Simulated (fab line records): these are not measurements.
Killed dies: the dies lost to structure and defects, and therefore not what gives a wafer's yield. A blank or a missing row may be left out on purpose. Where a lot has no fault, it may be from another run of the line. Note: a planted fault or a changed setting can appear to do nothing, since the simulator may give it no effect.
fab line records + flow sky130
record
- lots=11
- wafers=33
- last-day=50
route steps=708 shown VT_ADJUST_HVTP@95 VT_ADJUST_NCORE@127 GATE_OXIDE@198 POLY_GATE@230 PAD_OPEN@708
lots that met no fault: from a run of the same line without faults
start-h: start of the lot's first displayed wafer, in hours after the record's first day + wait-h: hours elapsed since this lot's preceding step + " repeats the value in the row above + L1.1+2: a row that stands for several wafers + - value missing, or start not given + * or withheld: withheld + < > ~ a bound
route shown NAME@n: NAME is a module with steps in the file, n the number in the route of the first one + usual: mean/standard deviation taken from wafers without a fault + same: alike in all rows + chamber/n: place in a boat + sites: readings site by site + _std_site: the values' standard deviation + _edge_site: the outer-site mean with the inner-site mean subtracted + radius-mm: how far each site lies from the wafer's centre + mask NAME#n: copy n + behind: the last tool/chamber to shape the wafer + hold: what put the lot on hold/how long, in hours/how the hold closed + device: the transistor (n, p or np) that didn't switch + end of line: the tests these same wafers got at the end of their route + where a step has no rows: the recipe by itself + killed: count of dies lost to structure and defects at first sort (not the wafer's yield) + map: dies across one wafer; x = killed, . = not, _ = none there
set.NAME: setting as actually run; set.NAME@STEP: the setting as run at that earlier step + model.NAME: the simulator's own value behind a step, which no gauge read
a sample of lots followed through the steps of the route, with each step as a table and each wafer as a row
services: when a tool's chamber went out of use (start-h, in hours from the record's first day, below 0 if earlier), for how many hours, and the reason
## steps
# step SKY_VT_ADJUST_HVTP_STRIP_10
# recipe
- chemistry=O2/N2
- power-w=1400
- pressure-mtorr=1500
- platen-temp-c=withheld
- o2-flow-sccm=3000
- n2-flow-sccm=300
- overash-fraction=0.5
# usual
- drypump-motor-current-A=5.6/0.42
- n2-flow-sccm=300.0/0.9
- o2-flow-sccm=3002/8
- oes-product-au=0.716/0.0046
- strip-time-to-endpoint-s=14.19/0.043
| lot.wafer | tool            | chamber | start-h | wait-h | drypump-motor-current-A | n2-flow-sccm | o2-flow-sccm | oes-product-au | rf-hours-counter-h | strip-time-to-endpoint-s |
|-----------|-----------------|---------|---------|--------|-------------------------|--------------|--------------|----------------|--------------------|--------------------------|
| L869.4    | plasma-asher-04 | 1       | 128.25  | 0.1    | 6.0                     | 299.4        | 3003         | 0.722          | -                  | 14.22                    |
| L869.5    | "               | 1       | "       | "      | 5.9                     | 298.9        | 3001         | 0.715          | -                  | 14.24                    |
| L869.6    | "               | 0       | "       | "      | 5.6                     | 299.8        | 3008         | 0.719          | -                  | 14.21                    |
| L873.3    | plasma-asher-03 | 0       | 155.93  | 0.1    | 5.4                     | 300.9        | 3019         | 0.709          | -                  | 14.20                    |
| L873.4    | "               | 1       | "       | "      | 6.4                     | 300.1        | 3009         | 0.722          | -                  | 14.22                    |
| L873.6    | "               | 0       | "       | "      | 5.4                     | 302.4        | 3004         | 0.714          | -                  | 14.19                    |
| L874.2    | plasma-asher-04 | 0       | 169.92  | 0.1    | 5.6                     | 299.7        | 3008         | 0.716          | 53                 | 14.18                    |
| L874.3    | "               | 1       | "       | "      | 5.9                     | 299.1        | 3003         | 0.715          | -                  | 14.16                    |
| L874.4    | "               | 0       | "       | "      | 5.6                     | 299.9        | 3009         | 0.717          | -                  | 14.18                    |
| L877.1    | plasma-asher-01 | 0       | 182.32  | 0.1    | 5.2                     | 301.6        | 3001         | 0.721          | 27                 | 14.21                    |
| L877.3    | "               | 1       | "       | "      | 5.2                     | 301.5        | 3022         | 0.724          | -                  | 14.19                    |
| L877.5    | "               | 1       | "       | "      | 5.2                     | 301.1        | 3015         | 0.720          | -                  | 14.21                    |
| L878.3    | plasma-asher-04 | 0       | 183.65  | 0.1    | 5.6                     | 301.7        | 2987         | 0.718          | -                  | 14.21                    |
| L878.5    | "               | 1       | "       | "      | 5.9                     | 299.0        | 2997         | 0.721          | -                  | 14.19                    |
| L878.6    | "               | 0       | "       | "      | 5.6                     | 301.0        | 2978         | 0.725          | -                  | 14.16                    |
| L883.2    | plasma-asher-01 | 1       | 216.82  | 0.1    | 5.2                     | 301.0        | 2994         | 0.713          | 30                 | 14.16                    |
| L883.4    | "               | 1       | "       | "      | 5.2                     | 301.4        | 2994         | 0.721          | -                  | 14.16                    |
| L883.5    | "               | 0       | "       | "      | 5.1                     | 301.0        | 3004         | 0.719          | -                  | 14.16                    |
| L885.2    | plasma-asher-01 | 1       | 226.87  | 0.1    | 5.2                     | 299.7        | 2986         | 0.713          | 31                 | 14.15                    |
| L885.4    | "               | 1       | "       | "      | 5.2                     | 300.4        | 2995         | 0.715          | -                  | 14.14                    |
| L885.5    | "               | 1       | "       | "      | 5.2                     | 301.5        | 3004         | 0.716          | -                  | 14.15                    |
| L884.3    | plasma-asher-03 | 1       | 228.90  | 0.1    | 6.4                     | 299.7        | 3005         | 0.715          | -                  | 14.11                    |
| L884.5    | "               | 1       | "       | "      | 6.4                     | 298.9        | 3010         | 0.708          | -                  | 14.16                    |
| L884.6    | "               | 0       | "       | "      | 5.4                     | 300.7        | 3007         | 0.722          | -                  | 14.19                    |
| L886.4    | plasma-asher-01 | 0       | 237.23  | 0.1    | 5.1                     | 297.8        | 3001         | 0.715          | -                  | 14.24                    |
| L886.5    | "               | 0       | "       | "      | 5.1                     | 298.3        | 3004         | 0.720          | -                  | 14.30                    |
| L886.6    | "               | 1       | "       | "      | 5.1                     | 299.0        | 3004         | 0.711          | -                  | 14.23                    |
| L887.1    | plasma-asher-04 | 0       | 245.57  | 0.1    | 5.6                     | 299.7        | 3013         | 0.720          | 61                 | 14.11                    |
| L887.5    | "               | 0       | "       | "      | 5.5                     | 300.7        | 2996         | 0.716          | -                  | 14.13                    |
| L887.6    | "               | 1       | "       | "      | 5.9                     | 300.1        | 2987         | 0.708          | -                  | 14.10                    |
| L890.1    | plasma-asher-01 | 1       | 280.64  | 0.1    | 5.2                     | 300.9        | 3013         | 0.720          | 37                 | 14.19                    |
| L890.3    | "               | 1       | "       | "      | 5.2                     | 300.4        | 3007         | 0.716          | -                  | 14.19                    |
| L890.6    | "               | 1       | "       | "      | 5.2                     | 299.1        | 3003         | 0.723          | -                  | 14.18                    |
# step SKY_VT_ADJUST_NCORE_OVL_MEAS_08
# usual
- VT_ADJUST_NCORE_OVL=-1.1/1.4
| lot.wafer | tool       | chamber | start-h | wait-h | VT_ADJUST_NCORE_OVL[nm] |
|-----------|------------|---------|---------|--------|-------------------------|
| L869.4    | overlay-02 | -       | 184.35  | 0.1    | 1.9                     |
| L869.5    | "          | -       | "       | "      | -0.2                    |
| L869.6    | "          | -       | "       | "      | 0.1                     |
| L873.3    | overlay-01 | -       | 217.77  | 0.1    | -1.3                    |
| L873.4    | "          | -       | "       | "      | 0.9                     |
| L873.6    | "          | -       | "       | "      | 0.0                     |
| L874.2    | overlay-01 | -       | 234.21  | 0.1    | -1.7                    |
| L874.3    | "          | -       | "       | "      | -1.1                    |
| L874.4    | "          | -       | "       | "      | -0.4                    |
| L877.1    | overlay-01 | -       | 249.43  | 0.1    | -1.9                    |
| L877.3    | "          | -       | "       | "      | -0.8                    |
| L877.5    | "          | -       | "       | "      | -2.1                    |
| L878.3    | overlay-01 | -       | 250.15  | 0.1    | -2.8                    |
| L878.5    | "          | -       | "       | "      | -1.3                    |
| L878.6    | "          | -       | "       | "      | -0.9                    |
| L883.2    | overlay-02 | -       | 287.75  | 0.1    | -0.5                    |
| L883.4    | "          | -       | "       | "      | -0.2                    |
| L883.5    | "          | -       | "       | "      | 0.2                     |
| L885.2    | overlay-02 | -       | 298.46  | 0.1    | -2.3                    |
| L885.4    | "          | -       | "       | "      | -0.7                    |
| L885.5    | "          | -       | "       | "      | -0.8                    |
| L884.3    | overlay-02 | -       | 300.05  | 0.1    | -1.2                    |
| L884.5    | "          | -       | "       | "      | 0.7                     |
| L884.6    | "          | -       | "       | "      | -2.0                    |
| L886.4    | overlay-01 | -       | 308.81  | 0.1    | -0.2                    |
| L886.5    | "          | -       | "       | "      | 0.3                     |
| L886.6    | "          | -       | "       | "      | -0.6                    |
| L887.1    | overlay-01 | -       | 319.11  | 0.1    | -4.3                    |
| L887.5    | "          | -       | "       | "      | -4.9                    |
| L887.6    | "          | -       | "       | "      | -3.5                    |
| L890.1    | overlay-01 | -       | 357.94  | 0.1    | -2.0                    |
| L890.3    | "          | -       | "       | "      | -1.5                    |
| L890.6    | "          | -       | "       | "      | -1.0                    |
# step SKY_GATE_OXIDE_IMPLANT_11
# recipe
- species=B
- energy-kev=10
- dose-cm2=2.6e+12
- tilt-deg=withheld
# usual
- beam-energy-keV=10.000/0.0033
# same
- implant-ion-amu=11
| lot.wafer | tool         | chamber | start-h | wait-h | beam-energy-keV |
|-----------|--------------|---------|---------|--------|-----------------|
| L869.4    | implanter-03 | 0       | 307.37  | 0.1    | 9.999           |
| L869.5    | "            | 0       | "       | "      | 9.999           |
| L869.6    | "            | 0       | "       | "      | 9.998           |
| L873.3    | implanter-03 | 0       | 356.96  | 0.1    | 9.995           |
| L873.4    | "            | 0       | "       | "      | 10.001          |
| L873.6    | "            | 0       | "       | "      | 9.998           |
| L873.3    | implanter-03 | 0       | 357.27  | 0.3    | 9.999           |
| L873.4    | "            | 0       | "       | "      | 9.997           |
| L873.6    | "            | 0       | "       | "      | 9.999           |
| L874.2    | implanter-03 | 0       | 366.62  | 0.0    | 9.998           |
| L874.3    | "            | 0       | "       | "      | 9.994           |
| L874.4    | "            | 0       | "       | "      | 9.999           |
| L877.1    | implanter-03 | 0       | 389.46  | 0.0    | 9.999           |
| L877.3    | "            | 0       | "       | "      | 9.995           |
| L877.5    | "            | 0       | "       | "      | 9.995           |
| L877.1    | implanter-03 | 0       | 389.77  | 0.3    | 9.999           |
| L877.3    | "            | 0       | "       | "      | 10.005          |
| L877.5    | "            | 0       | "       | "      | 10.001          |
| L878.3    | implanter-01 | 0       | 389.65  | 0.1    | 10.005          |
| L878.5    | "            | 0       | "       | "      | 10.008          |
| L878.6    | "            | 0       | "       | "      | 10.004          |
| L878.3    | implanter-01 | 0       | 389.97  | 0.3    | 9.995           |
| L878.5    | "            | 0       | "       | "      | 9.993           |
| L878.6    | "            | 0       | "       | "      | 10.000          |
| L883.2    | implanter-03 | 0       | 434.52  | 0.0    | 10.002          |
| L883.4    | "            | 0       | "       | "      | 10.002          |
| L883.5    | "            | 0       | "       | "      | 10.001          |
| L885.2    | implanter-01 | 0       | 444.42  | 0.0    | 9.995           |
| L885.4    | "            | 0       | "       | "      | 10.000          |
| L885.5    | "            | 0       | "       | "      | 9.995           |
| L884.3    | implanter-03 | 0       | 449.34  | 0.1    | 9.996           |
| L884.5    | "            | 0       | "       | "      | 10.001          |
| L884.6    | "            | 0       | "       | "      | 9.998           |
| L886.4    | implanter-04 | 0       | 461.98  | 0.1    | 10.000          |
| L886.5    | "            | 0       | "       | "      | 9.999           |
| L886.6    | "            | 0       | "       | "      | 9.998           |
| L887.1    | implanter-04 | 0       | 470.64  | 0.0    | 9.998           |
| L887.5    | "            | 0       | "       | "      | 9.999           |
| L887.6    | "            | 0       | "       | "      | 10.000          |
| L890.1    | implanter-01 | 0       | 514.16  | 0.0    | 10.004          |
| L890.3    | "            | 0       | "       | "      | 9.999           |
| L890.6    | "            | 0       | "       | "      | 10.002          |
# step SKY_GATE_OXIDE_TW_MEAS_14
# usual
- GATE_OXIDE_TW=223.1/2.2
| lot.wafer | tool          | chamber | start-h | wait-h | GATE_OXIDE_TW |
|-----------|---------------|---------|---------|--------|---------------|
| L869.4    | film-metro-01 | -       | 307.69  | 0.1    | 221.4         |
| L869.5    | "             | -       | "       | "      | 221.6         |
| L869.6    | "             | -       | "       | "      | 219.7         |
| L873.3    | film-metro-01 | -       | 357.60  | 0.1    | 271.3         |
| L873.4    | "             | -       | "       | "      | 271.8         |
| L873.6    | "             | -       | "       | "      | 271.4         |
| L874.2    | film-metro-01 | -       | 366.97  | 0.1    | 220.8         |
| L874.3    | "             | -       | "       | "      | 220.8         |
| L874.4    | "             | -       | "       | "      | 220.6         |
| L878.3    | film-metro-01 | -       | 390.29  | 0.1    | 270.5         |
| L878.5    | "             | -       | "       | "      | 269.9         |
| L878.6    | "             | -       | "       | "      | 269.9         |
| L877.1    | film-metro-02 | -       | 390.46  | 0.1    | 275.9         |
| L877.3    | "             | -       | "       | "      | 274.4         |
| L877.5    | "             | -       | "       | "      | 274.1         |
| L883.2    | film-metro-03 | -       | 434.96  | 0.1    | 224.3         |
| L883.4    | "             | -       | "       | "      | 226.0         |
| L883.5    | "             | -       | "       | "      | 224.8         |
| L885.2    | film-metro-01 | -       | 444.76  | 0.1    | 219.4         |
| L885.4    | "             | -       | "       | "      | 220.1         |
| L885.5    | "             | -       | "       | "      | 220.3         |
| L884.3    | film-metro-03 | -       | 449.67  | 0.1    | 224.6         |
| L884.5    | "             | -       | "       | "      | 224.3         |
| L884.6    | "             | -       | "       | "      | 224.9         |
| L886.4    | film-metro-02 | -       | 462.29  | 0.1    | 225.2         |
| L886.5    | "             | -       | "       | "      | 225.4         |
| L886.6    | "             | -       | "       | "      | 225.7         |
| L887.1    | film-metro-03 | -       | 471.00  | 0.1    | 225.6         |
| L887.5    | "             | -       | "       | "      | 224.6         |
| L887.6    | "             | -       | "       | "      | 223.6         |
| L890.1    | film-metro-01 | -       | 514.51  | 0.1    | 220.6         |
| L890.3    | "             | -       | "       | "      | 222.2         |
| L890.6    | "             | -       | "       | "      | 221.7         |
# step SKY_POLY_GATE_ETCH_16
# recipe
- stop-on=poly-Si
- chemistry=CH3F/O2
- target=Si3N4
- source-w=400
- bias-w=80
- pressure-mtorr=25
- ch3f-flow-sccm=40
- O2_flow_sccm=30
- time-s=147.5
- target-depth-a=750
# usual
- O2_flow_sccm=30.01/0.092
- drypump-motor-current-A=5.6/0.46
- oes-product-au=0.641/0.0054
- throttle-valve-pct=10.535/0.0095
| lot.wafer | tool        | chamber | start-h | wait-h | O2_flow_sccm | drypump-motor-current-A | oes-product-au | rf-hours-counter-h | throttle-valve-pct |
|-----------|-------------|---------|---------|--------|--------------|-------------------------|----------------|--------------------|--------------------|
| L869.4    | rie-diel-01 | 0       | 367.83  | 0.0    | 29.83        | 5.0                     | 0.640          | 87                 | 10.527             |
| L869.5    | "           | 1       | "       | "      | 30.12        | 5.4                     | 0.629          | -                  | 10.540             |
| L869.6    | "           | 2       | "       | "      | 30.03        | 5.9                     | 0.633          | -                  | 10.540             |
| L873.3    | rie-diel-02 | 2       | 421.25  | 0.0    | 30.06        | 6.2                     | 0.644          | 3                  | 10.548             |
| L873.4    | "           | 3       | "       | "      | 30.04        | 5.2                     | 0.635          | 99                 | 10.523             |
| L873.6    | "           | 3       | "       | "      | 30.06        | 5.2                     | 0.635          | -                  | 10.519             |
| L874.2    | rie-diel-01 | 0       | 432.61  | 0.0    | 30.07        | 5.0                     | 0.641          | 88                 | 10.534             |
| L874.3    | "           | 2       | "       | "      | 29.84        | 5.9                     | 0.638          | 9                  | 10.526             |
| L874.4    | "           | 3       | "       | "      | 30.03        | 6.0                     | 0.638          | 102                | 10.536             |
| L878.3    | rie-diel-02 | 2       | 458.46  | 0.0    | 29.81        | 6.2                     | 0.642          | 4                  | 10.526             |
| L878.5    | "           | 1       | "       | "      | 30.14        | 5.8                     | 0.650          | -                  | 10.563             |
| L878.6    | "           | 0       | "       | "      | 30.01        | 5.8                     | 0.632          | -                  | 10.530             |
| L877.1    | rie-diel-01 | 2       | 458.81  | 0.0    | 30.04        | 5.9                     | 0.642          | 9                  | 10.534             |
| L877.3    | "           | 0       | "       | "      | 30.04        | 5.0                     | 0.642          | 88                 | 10.531             |
| L877.5    | "           | 3       | "       | "      | 30.06        | 6.1                     | 0.645          | -                  | 10.533             |
| L883.2    | rie-diel-02 | 1       | 502.40  | 0.0    | 30.10        | 5.8                     | 0.651          | 15                 | 10.521             |
| L883.4    | "           | 3       | "       | "      | 30.01        | 5.2                     | 0.635          | 0                  | 10.529             |
| L883.5    | "           | 1       | "       | "      | 29.95        | 5.8                     | 0.633          | -                  | 10.535             |
| L885.2    | rie-diel-02 | 0       | 510.31  | 0.0    | 30.12        | 5.8                     | 0.643          | 4                  | 10.529             |
| L885.4    | "           | 3       | "       | "      | 29.87        | 5.2                     | 0.635          | 1                  | 10.518             |
| L885.5    | "           | 2       | "       | "      | 30.04        | 6.2                     | 0.642          | -                  | 10.534             |
| L884.3    | rie-diel-02 | 1       | 515.78  | 0.0    | 29.95        | 5.8                     | 0.638          | 15                 | 10.539             |
| L884.5    | "           | 0       | "       | "      | 29.84        | 5.8                     | 0.645          | -                  | 10.537             |
| L884.6    | "           | 1       | "       | "      | 29.82        | 5.8                     | 0.631          | -                  | 10.540             |
| L886.4    | rie-diel-01 | 2       | 528.32  | 0.0    | 30.12        | 5.9                     | 0.638          | -                  | 10.541             |
| L886.5    | "           | 1       | "       | "      | 29.90        | 5.4                     | 0.635          | -                  | 10.550             |
| L886.6    | "           | 0       | "       | "      | 30.04        | 5.1                     | 0.638          | -                  | 10.544             |
| L887.1    | rie-diel-04 | 1       | 536.16  | 0.0    | 29.96        | 4.8                     | 0.647          | 64                 | 10.527             |
| L887.5    | "           | 3       | "       | "      | 29.93        | 5.9                     | 0.649          | -                  | 10.529             |
| L887.6    | "           | 2       | "       | "      | 29.98        | 4.6                     | 0.645          | -                  | 10.534             |
| L890.1    | rie-diel-04 | 2       | 580.08  | 0.0    | 30.04        | 4.7                     | 0.641          | 4                  | 10.536             |
| L890.3    | "           | 0       | "       | "      | 30.19        | 6.3                     | 0.644          | 73                 | 10.530             |
| L890.6    | "           | 0       | "       | "      | 29.88        | 6.3                     | 0.645          | -                  | 10.550             |
# step SKY_PAD_OPEN_PROBE_99
# usual
- killed_at_M0_to_M3=43/6.6
- killed_at_M4_up=3.1/1.6
- killed-at-contacts=23/5.6
- killed-at-front-end=15/4.2
- killed-at-other=0.2/0.43
- killed-dies=85/9.3
- killed-open=46/6.6
- killed-short=39/6.2
# same
- gross-dies=492
- killed-at-back-side=0
| lot.wafer | tool      | chamber | start-h | wait-h | killed_at_M0_to_M3 | killed_at_M4_up | killed-at-contacts | killed-at-front-end | killed-at-other | killed-dies | killed-open | killed-short |
|-----------|-----------|---------|---------|--------|--------------------|-----------------|--------------------|---------------------|-----------------|-------------|-------------|--------------|
| L878.3    | prober-02 | -       | 1131.12 | 0.2    | 56                 | 5               | 14                 | 16                  | 0               | 91          | 45          | 46           |
| L878.5    | prober-02 | -       | 1131.22 | 0.2    | 44                 | 5               | 25                 | 7                   | 0               | 81          | 47          | 34           |
| L878.6    | prober-02 | -       | 1131.27 | 0.2    | 52                 | 4               | 23                 | 15                  | 0               | 94          | 62          | 32           |
# killed by level:class
L878.3 VIA1:geometric-particle:open=10 VIA1:geometric-particle:short=9 METAL1:geometric-particle:short=8 VIA2:geometric-particle:open=7 VIA3:geometric-particle:open=7 VIA3:geometric-particle:short=6 POLY_GATE:geometric-particle:short=5 LI_CONTACT:geometric-particle:short=5
L878.5 CONTACT:geometric-particle:open=11 VIA1:geometric-particle:open=10 LI_CONTACT:geometric-particle:open=9 VIA2:geometric-particle:open=8 VIA1:geometric-particle:short=5 METAL4:geometric-particle:short=5 VIA3:geometric-particle:open=5 METAL2:geometric-particle:short=4
L878.6 VIA1:geometric-particle:open=18 VIA2:geometric-particle:open=12 CONTACT:geometric-particle:open=9 LI_CONTACT:geometric-particle:open=8 FIELD_ISO:geometric-particle:open=5 METAL2:geometric-particle:short=5 FIELD_ISO:geometric-particle:short=4 METAL1:geometric-particle:short=4
## services
| tool            | chamber | start-h | hours | kind   |
|-----------------|---------|---------|-------|--------|
| rie-diel-02     | 0       | 114.04  | 5.6   | repair |
| rie-diel-01     | -       | 116.48  | 2.8   | pm     |
| implanter-01    | -       | 125.53  | 1.8   | repair |
| implanter-01    | -       | 133.93  | 6.3   | pm     |
| rie-diel-01     | -       | 152.68  | 0.1   | repair |
| plasma-asher-01 | -       | 159.40  | 2.5   | repair |
| rie-diel-01     | 3       | 172.84  | 4.2   | repair |
| implanter-03    | -       | 178.15  | 7.4   | repair |
| implanter-03    | -       | 192.60  | 3.0   | repair |
| rie-diel-02     | 0       | 192.94  | 9.9   | repair |
| implanter-03    | -       | 208.37  | 4.2   | pm     |
| rie-diel-02     | -       | 279.30  | 28.1  | pm     |
| plasma-asher-01 | -       | 320.77  | 2.0   | repair |
| plasma-asher-01 | -       | 346.25  | 8.3   | repair |
| rie-diel-02     | 0       | 357.65  | 2.5   | repair |
| implanter-03    | -       | 372.12  | 4.0   | repair |
| rie-diel-02     | 2       | 397.11  | 11.0  | repair |
| implanter-03    | -       | 417.66  | 2.1   | repair |
| plasma-asher-01 | -       | 452.35  | 1.1   | repair |
| rie-diel-02     | 2       | 469.06  | 9.9   | repair |
| plasma-asher-01 | -       | 487.71  | 1.3   | repair |
| implanter-03    | -       | 513.12  | 3.7   | pm     |
| implanter-03    | -       | 531.44  | 6.9   | repair |
| rie-diel-02     | 0       | 544.32  | 13.7  | repair |
## key
first-sign
- step=SKY_GATE_OXIDE_IMPLANT_11
- reading=visit
- direction=added
effect
- step=SKY_GATE_OXIDE_TW_MEAS_14
- reading=GATE_OXIDE_TW
- direction=up
- sigmas=22
- usual=223.1
- struck=272.1
met-at SKY_GATE_OXIDE_IMPLANT_11
struck-lots L873,L877,L878
tester-left-out L873,L877,L878
not-acting-at SKY_VT_ADJUST_HVTP_STRIP_10,SKY_VT_ADJUST_NCORE_OVL_MEAS_08,SKY_POLY_GATE_ETCH_16
fault
- kind=repeated-step-whole
- tool=implanter-01,implanter-03,implanter-04
- chamber=-
- onset-h=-
- steps=SKY_GATE_OXIDE_IMPLANT_11
- times=1
- scope=struck-lots-only
# tester-left-out: of these lots the tester's yield and bins aren't shown, on N5 and GAA mostly nor the transistor test; their killed dies are dies lost to structure and defects alone, not to doping, threshold or leakage, so they don't give the yield
